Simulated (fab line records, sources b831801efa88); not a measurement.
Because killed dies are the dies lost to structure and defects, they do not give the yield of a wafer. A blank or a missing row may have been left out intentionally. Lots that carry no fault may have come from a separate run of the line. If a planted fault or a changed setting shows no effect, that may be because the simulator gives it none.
Matching of chambers / flow sky130 / rie diel-02 running SKY_VIA3_ETCH_14: 4 sister chambers
The step etches BARC in N2/H2, stops on SiO2, time 45.9 s, target depth 60 nm. 4 wafers are shown with their chamber, then 7 later ones without.

WAFERS WITH THEIR CHAMBER
wafer=L079.5; chamber=0; drypump motor current A (A)=5.58
wafer=L079.6; chamber=1; drypump motor current A (A)=5.33
wafer=L080.1; chamber=2; drypump motor current A (A)=5.96
wafer=L080.2; chamber=3; drypump motor current A (A)=6.20

WAFERS WITH NO CHAMBER GIVEN
wafer=L080.4; drypump motor current A (A)=5.55
wafer=L087.1; drypump motor current A (A)=6.14
wafer=L087.5; drypump motor current A (A)=6.18
wafer=L087.6; drypump motor current A (A)=5.55
wafer=L093.4; drypump motor current A (A)=5.96
wafer=L093.5; drypump motor current A (A)=5.52
wafer=L093.6; drypump motor current A (A)=5.34

CHAMBER TAKEN BY EACH
wafer=L080.4; from the rows above=0; in truth=0
wafer=L087.1; from the rows above=3; in truth=3
wafer=L087.5; from the rows above=3; in truth=3
wafer=L087.6; from the rows above=0; in truth=0
wafer=L093.4; from the rows above=2; in truth=2
wafer=L093.5; from the rows above=0; in truth=0
wafer=L093.6; from the rows above=1; in truth=1
Correctly placed: 7 of 7. Left unplaced by these rows: 0. Wrongly placed: 0.
How it was worked out, from the rows above alone: a wafer's distance from a chamber is the root of the sum, over the readings, of the square of ((its reading less the chamber's mean) divided by the reading's scatter). The wafer belongs to the nearest chamber; if the next one is less than 2 further off, it can't be placed. For every chamber, the mean is computed from those of its wafers that are shown. The scatter: root of mean squared gap, hidden wafer to nearest shown wafer, with one shown wafer a chamber.
